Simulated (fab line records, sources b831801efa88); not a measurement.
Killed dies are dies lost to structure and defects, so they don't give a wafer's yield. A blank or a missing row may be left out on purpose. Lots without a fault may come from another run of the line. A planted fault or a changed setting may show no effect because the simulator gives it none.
Problem report in the 8D (eight disciplines) form, filled by code | flow sky130 | the parts of the form that need people (team, actions taken, sign-off) are left out

1. THE PROBLEM
exposure_dose_mJ_cm2 at SKY_METAL4_EXPOSE_10 reads a mean of 27.64 on 12 wafers of 4 lots; wafers without a fault read 27.96 with a standard deviation of 0.031. That is -10 standard deviations from the usual mean.
The step: exposes mask MM4, target cd 300 nm.
First seen on wafer L895.3, day 43 04:05, on krf_scanner-02. The record holds 36 wafers of 12 lots with a number at this step. Rule for "out", or "out of limits": more than 4 standard deviations from the usual mean. The other wafers with a number count as sound.

2. WHAT IT IS AND WHAT IT IS NOT
question                    | is                     | is not
which readings at this step | exposure_dose_mJ_cm2   | reticle_temp_C
which lots                  | L895, L896, L897, L898 | L888, L889, L890, L891, L894, L904, L906, L910
which wafers of those lots  | all that have a number | -
read on which tools         | krf_scanner-02         | krf_scanner-01
when                        | from day 43 04:05      | up to then (15 sound wafers); but 9 sound wafers of L904, L906, L910 came after

3. SUSPECTS, AND WHAT RULES EACH OUT
Counting: a tool at a process step up to the reading stays a suspect if it ran every lot that is out and no sound lot after the first of them.
- krf_scanner-02 at SKY_METAL4_EXPOSE_10 (exposes mask MM4, target cd 300 nm): kept. It ran every lot that is out, first L895 (day 43 04:05), and no sound lot after that; its last sound lot up to then is L894 (day 42 21:04). Its own readings are out on those wafers: exposure_dose_mJ_cm2.
Left after counting: krf_scanner-02 at SKY_METAL4_EXPOSE_10.

4. THE CAUSE (what the simulator had put in)
Process parameter drift: krf_scanner-02, from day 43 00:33 on, at SKY_METAL4_EXPOSE_10. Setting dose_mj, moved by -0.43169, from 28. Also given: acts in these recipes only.
Counting left only this tool.

5. THE CHAIN OF EFFECTS, in route order
Each row: a reading whose mean over the struck wafers that have a number lies more than 3 standard deviations from the usual. Only readings for which the record gives a usual standard deviation are gone through. hours: the time from each lot's start at the first step in this table that gives one to its start at this step, as a median over the lots. sigmas: the change in usual standard deviations.
hours | step                 | reading              | usual | on struck wafers | change | sigmas
0     | SKY_METAL4_EXPOSE_10 | exposure_dose_mJ_cm2 | 27.96 | 27.64            | -0.32  | -10
The process steps in it:
- SKY_METAL4_EXPOSE_10: exposes mask MM4, target cd 300 nm.

6. WHAT WOULD HAVE CAUGHT IT SOONER
In this record the first reading out of limits was taken at day 43 04:05, 4 hours after the fault began at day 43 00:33.
